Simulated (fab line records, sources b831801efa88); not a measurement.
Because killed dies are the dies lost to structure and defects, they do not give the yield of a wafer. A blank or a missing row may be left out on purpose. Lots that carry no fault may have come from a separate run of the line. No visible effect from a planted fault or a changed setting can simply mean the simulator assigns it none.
The same fault as seen by 2 desks | flow sky130 | each desk holds nothing but its own numbers, with what lay behind them at the end

## FOR THE TOOL OWNER'S DESK: pvd-sputter-04
The tool's own readings at SKY_VIA3_SPUTTER_20 (material TiN, target thk 20 nm, time 80 s): means of the sampled wafers that have a number, for each lot that ran on this tool. The brackets show how far a lot's mean lies from the usual mean; more than 4 standard deviations puts the lot out of limits, marked OUT.
Columns: A = throttle-valve-pct at SKY_VIA3_SPUTTER_20, usual 29.9 %
lot  | first seen here | A
L182 | day 40 21:01    | 30.3
L188 | day 42 07:29    | 30.0
L189 | day 42 08:19    | 30.0
L199 | day 45 06:26    | 30.4
L202 | day 45 15:21    | 30.1
This desk found nothing out of limits on any of the 5 lots.

## METROLOGY DESK
What the gauges read, lot by lot, whatever tool the lot ran on: means of the sampled wafers that have a number. The brackets show how far a lot's mean lies from the usual mean; more than 4 standard deviations puts the lot out of limits, marked OUT.
Columns: A = METAL1_ALCU_RS at SKY_METAL1_RS_MEAS_05, usual 0.1259 ohm/sq; B = METAL2_ALCU_THK at SKY_METAL2_THK_MEAS_06, usual 252.8 nm
lot  | first seen here | A      | B
L180 | day 32 08:26    | 0.1254 | 256.7
L181 | day 32 19:13    | 0.1277 | 252.8
L182 | day 32 23:38    | 0.1270 | 249.6
L183 | day 33 02:49    | 0.1286 | 249.7
L185 | day 34 09:31    | 0.1253 | 249.1
L187 | day 34 10:27    | 0.1244 | 252.8
L188 | day 34 11:18    | 0.1244 | 250.6
L189 | day 34 16:32    | 0.1259 | 252.9
L190 | day 35 23:06    | 0.1257 | 249.9
L192 | day 36 00:52    | 0.1267 | 254.7
L199 | day 37 22:09    | 0.1242 | 251.0
L202 | day 38 09:03    | 0.1264 | 254.9
This desk found nothing out of limits on any of the 12 lots.

## BROUGHT TOGETHER
The desk of the tool owner found nothing out of limits.
Metrology desk: nothing out of limits seen.

## WHAT HAD BEEN PUT IN BY THE SIMULATOR
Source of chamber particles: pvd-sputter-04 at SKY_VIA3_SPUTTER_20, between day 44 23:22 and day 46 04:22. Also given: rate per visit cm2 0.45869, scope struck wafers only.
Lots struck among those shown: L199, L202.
